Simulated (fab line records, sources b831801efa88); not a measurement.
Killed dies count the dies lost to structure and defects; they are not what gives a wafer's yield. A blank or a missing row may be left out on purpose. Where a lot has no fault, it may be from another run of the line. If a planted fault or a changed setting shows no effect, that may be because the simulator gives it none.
Which tool is to blame? | flow sky130 | 13 lots, 39 wafers sampled, at 3 steps of a route of 708

== WHAT THE GAUGES SHOWED, per wafer ==
SKY_LOCAL_INTERCONNECT_THK_MEAS_02: measures by xrf. Usual: for LOCAL_INTERCONNECT_TIN_THK the level is 100.1 nm and the standard deviation is 1.1.
lot  | measured     | on            | LOCAL_INTERCONNECT_TIN_THK (nm) | flag
L295 | day 28 16:40 | film_metro-03 | 99.8 99.8 100.1                 |
L296 | day 28 18:31 | film_metro-03 | 100.5 100.1 99.5                |
L297 | day 29 09:49 | film_metro-03 | 102.1 100.6 101.1               |
L298 | day 29 17:12 | film_metro-03 | 101.2 101.9 99.8                |
L299 | day 30 00:23 | film_metro-03 | 100.1 100.5 99.8                |
L300 | day 30 19:46 | film_metro-02 | 99.4 101.8 100.0                |
L304 | day 31 21:38 | film_metro-01 | 99.1 100.3 99.0                 |
L307 | day 32 20:31 | film_metro-03 | 98.9 98.5 99.4                  |
L306 | day 33 00:18 | film_metro-03 | 99.8 99.1 100.8                 |
L310 | day 33 23:46 | film_metro-01 | 99.6 99.2 100.0                 |
L314 | day 36 22:39 | film_metro-03 | 98.4 100.2 99.4                 |
L318 | day 36 22:43 | film_metro-02 | 99.4 98.6 101.2                 |
L316 | day 37 06:20 | film_metro-01 | 100.4 100.6 99.6                |

== EACH LOT AND THE TOOL THAT RAN IT (in order: tool; ch and the chambers of the sampled wafers; start) ==
lot  | SKY_LI_CONTACT_ETCH_15             | SKY_LOCAL_INTERCONNECT_SPUTTER_00
L295 | rie_diel-02 ch 1,2,3, day 28 15:08 | pvd_sputter-02, day 28 16:29
L296 | rie_diel-02 ch 0,2,3, day 28 17:11 | pvd_sputter-01, day 28 18:19
L297 | rie_diel-02 ch 1,2,3, day 29 08:31 | pvd_sputter-02, day 29 09:38
L298 | rie_diel-04 ch 2,3, day 29 15:53   | pvd_sputter-02, day 29 17:01
L299 | rie_diel-04 ch 2,3, day 29 22:32   | pvd_sputter-01, day 30 00:12
L300 | rie_diel-02 ch 1,2, day 30 18:26   | pvd_sputter-01, day 30 19:34
L304 | rie_diel-02 ch 0,1,2, day 31 20:19 | pvd_sputter-01, day 31 21:28
L307 | rie_diel-02 ch 0,3, day 32 19:11   | pvd_sputter-01, day 32 20:19
L306 | rie_diel-04 ch 0,1,3, day 32 22:58 | pvd_sputter-01, day 33 00:07
L310 | rie_diel-04 ch 0,1,3, day 33 22:17 | pvd_sputter-01, day 33 23:34
L314 | rie_diel-03 ch 0,3, day 36 21:13   | pvd_sputter-01, day 36 22:28
L318 | rie_diel-02 ch 0,1, day 36 21:23   | pvd_sputter-04, day 36 22:31
L316 | rie_diel-04 ch 0,1,3, day 37 04:52 | pvd_sputter-01, day 37 06:10
- SKY_LI_CONTACT_ETCH_15: etches PSG in C4F8/O2/Ar, stops on Si, target depth 600 nm.
- SKY_LOCAL_INTERCONNECT_SPUTTER_00: material TiN, target thk 100 nm, time 83.3 s.

== WHAT THE TOOLS THEMSELVES READ (means of the sampled wafers that have a number; where no wafer has one, the mark that the record gives instead) ==
SKY_LI_CONTACT_ETCH_15. Usual: oes_product_au 0.837 a.u., standard deviation 0.0041.
lot  | tool        | oes_product_au (a.u.) | flag
L295 | rie_diel-02 | 0.840                 |
L296 | rie_diel-02 | 0.837                 |
L297 | rie_diel-02 | 0.838                 |
L298 | rie_diel-04 | 0.836                 |
L299 | rie_diel-04 | 0.837                 |
L300 | rie_diel-02 | 0.840                 |
L304 | rie_diel-02 | 0.835                 |
L307 | rie_diel-02 | 0.838                 |
L306 | rie_diel-04 | 0.835                 |
L310 | rie_diel-04 | 0.837                 |
L314 | rie_diel-03 | 0.839                 |
L318 | rie_diel-02 | 0.834                 |
L316 | rie_diel-04 | 0.839                 |

SKY_LOCAL_INTERCONNECT_SPUTTER_00. Usual: throttle_valve_pct 30.3 %, standard deviation 0.94.
lot  | tool           | throttle_valve_pct (%) | flag
L295 | pvd_sputter-02 | 30.1                   |
L296 | pvd_sputter-01 | 30.7                   |
L297 | pvd_sputter-02 | 30.3                   |
L298 | pvd_sputter-02 | 30.4                   |
L299 | pvd_sputter-01 | 30.2                   |
L300 | pvd_sputter-01 | 30.7                   |
L304 | pvd_sputter-01 | 30.6                   |
L307 | pvd_sputter-01 | 31.0                   |
L306 | pvd_sputter-01 | 30.7                   |
L310 | pvd_sputter-01 | 31.1                   |
L314 | pvd_sputter-01 | 30.7                   |
L318 | pvd_sputter-04 | 30.9                   |
L316 | pvd_sputter-01 | 31.0                   |

== THE ANSWER, worked out from the rows above alone ==
Rule: take the mean of a lot's wafers that have a number; if it is more than 3 standard deviations from the usual mean, the lot is off. Also off: a lot with no number at a reading for which 4 or more lots have one. All remaining lots with rows at the step are treated as sound. The gauges are gone through in route order, then the tools' own readings, and for those a lot's mean is taken as printed above. At the first step where some lot is off, the reading lying furthest off is the one used; lots without a number count as furthest.
Nothing can be told from this: no lot is off at any reading shown.

== WHAT THE SIMULATOR HAD PUT IN ==
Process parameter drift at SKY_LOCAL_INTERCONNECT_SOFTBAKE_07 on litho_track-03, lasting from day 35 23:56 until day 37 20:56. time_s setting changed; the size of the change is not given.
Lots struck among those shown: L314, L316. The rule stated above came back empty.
